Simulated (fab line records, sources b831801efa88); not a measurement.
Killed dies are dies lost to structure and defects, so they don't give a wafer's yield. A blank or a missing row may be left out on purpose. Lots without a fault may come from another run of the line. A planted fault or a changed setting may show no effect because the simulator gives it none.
Problem report in the 8D (eight disciplines) form, filled by code | flow sky130 | the parts of the form that need people (team, actions taken, sign-off) are left out

1. THE PROBLEM
oes_product_au at SKY_METAL3_METAL_ETCH_18 reads a mean of 0.896 a.u. on 6 wafers of 2 lots; wafers without a fault read 0.864 a.u. with a standard deviation of 0.006. That is +5.3 standard deviations from the usual mean.
The step: etches the open film in Cl2/BCl3, stops on SiO2, target depth 845 nm, time 183.1 s.
First seen on wafer L135.1, day 43 14:08, on rie_metal-04. The record holds 33 wafers of 11 lots with a number at this step. Rule for "out", or "out of limits": more than 4 standard deviations from the usual mean. The other wafers with a number count as sound.

2. WHAT IT IS AND WHAT IT IS NOT
question                    | is                     | is not
which readings at this step | oes_product_au         | -
which lots                  | L135, L141             | L119, L121, L123, L124, L126, L129, L130, L131, L132
which wafers of those lots  | all that have a number | -
read on which tools         | rie_metal-04           | rie_metal-01, rie_metal-03
when                        | from day 43 14:08      | up to then (27 sound wafers)

3. SUSPECTS, AND WHAT RULES EACH OUT
Counting: a tool at a process step up to the reading stays a suspect if it ran every lot that is out and no sound lot after the first of them.
- pvd_sputter-02 at SKY_METAL3_SPUTTER_04 (material TiN, target thk 70 nm, time 58.3 s): kept. It ran every lot that is out, first L135 (day 41 13:56), and no sound lot after that; its last sound lot up to then is L126 (day 38 15:50).
- rie_metal-04 at SKY_METAL3_METAL_ETCH_18 (etches the open film in Cl2/BCl3, stops on SiO2, target depth 845 nm, time 183.1 s): kept. It ran every lot that is out, first L135 (day 43 14:08), and no sound lot after that; its last sound lot up to then is L121 (day 39 09:28). Its own readings are out on those wafers: oes_product_au.
Left after counting: pvd_sputter-02 at SKY_METAL3_SPUTTER_04, rie_metal-04 at SKY_METAL3_METAL_ETCH_18.

4. THE CAUSE (what the simulator had put in)
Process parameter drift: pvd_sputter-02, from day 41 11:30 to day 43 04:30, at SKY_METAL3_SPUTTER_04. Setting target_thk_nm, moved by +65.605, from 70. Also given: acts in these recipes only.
Counting left 2 suspects, and this tool is among them.

5. THE CHAIN OF EFFECTS, in route order
Each row: a reading whose mean over the struck wafers that have a number lies more than 3 standard deviations from the usual. Only readings for which the record gives a usual standard deviation are gone through. hours: the time from each lot's start at the first step in this table that gives one to its start at this step, as a median over the lots. sigmas: the change in usual standard deviations.
hours | step                     | reading        | usual      | on struck wafers | change | sigmas
0     | SKY_METAL3_METAL_ETCH_18 | oes_product_au | 0.864 a.u. | 0.896            | +0.032 | +5.3
The process steps in it:
- SKY_METAL3_METAL_ETCH_18: etches the open film in Cl2/BCl3, stops on SiO2, target depth 845 nm, time 183.1 s.

6. WHAT WOULD HAVE CAUGHT IT SOONER
In this record the first reading out of limits was taken at day 43 14:08, 51 hours after the fault began at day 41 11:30.
Of the tool readings at SKY_METAL3_SPUTTER_04 for which the record gives a usual standard deviation, none was out on any struck wafer, so an alarm limit of 4 standard deviations on them would not have fired.
All the lots that are out (2) had begun SKY_METAL3_SPUTTER_04 on pvd_sputter-02 by day 43 14:08. A hold on the tool at that time would have spared none of them.
